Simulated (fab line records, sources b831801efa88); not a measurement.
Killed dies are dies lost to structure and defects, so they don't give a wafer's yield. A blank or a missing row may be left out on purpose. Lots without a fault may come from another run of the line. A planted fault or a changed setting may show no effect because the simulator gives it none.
Chamber matching | flow sfq_line | SFQ_TRILAYER_A5B_CMP_CMP_130 on cmp-01: 4 sister chambers
The step polishes, stops on Nb, target thk 340.7 nm. 4 wafers are shown with their chamber, then 7 later ones without.

WAFERS WITH THEIR CHAMBER
wafer  | chamber | motor_current_A (A)
L482.2 | 1       | 8.6
L496.1 | 3       | 10.8
L497.1 | 0       | 9.6
L497.2 | 2       | 9.2

WAFERS WITHOUT THEIR CHAMBER
wafer  | motor_current_A (A)
L497.5 | 8.8
L500.1 | 9.2
L500.3 | 9.9
L500.5 | 10.0
L501.4 | 10.8
L501.3 | 8.6
L501.5 | 9.9

WHICH CHAMBER EACH WENT THROUGH
wafer  | from the rows above          | in truth
L497.5 | can't be placed: 1 or 2      | 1
L500.1 | can't be placed: 2 or 0      | 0
L500.3 | can't be placed: 0 or 2      | 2
L500.5 | can't be placed: 0 or 2 or 3 | 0
L501.4 | 3                            | 3
L501.3 | 1                            | 1
L501.5 | can't be placed: 0 or 2      | 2
Placed correctly: 2 of 7. Can't be placed from these rows: 5 (the true chamber is among the candidates in 5). Placed wrongly: 0.
How it was worked out, from the rows above alone: a wafer's distance from a chamber is the root of the sum, over the readings, of the square of ((its reading less the chamber's mean) divided by the reading's scatter). The wafer belongs to the nearest chamber; if the next one is less than 2 further off, it can't be placed. A chamber's mean is the mean of its shown wafers. The scatter: with one shown wafer a chamber, the root of the mean of the squares of how far each hidden wafer lies from its nearest shown one.
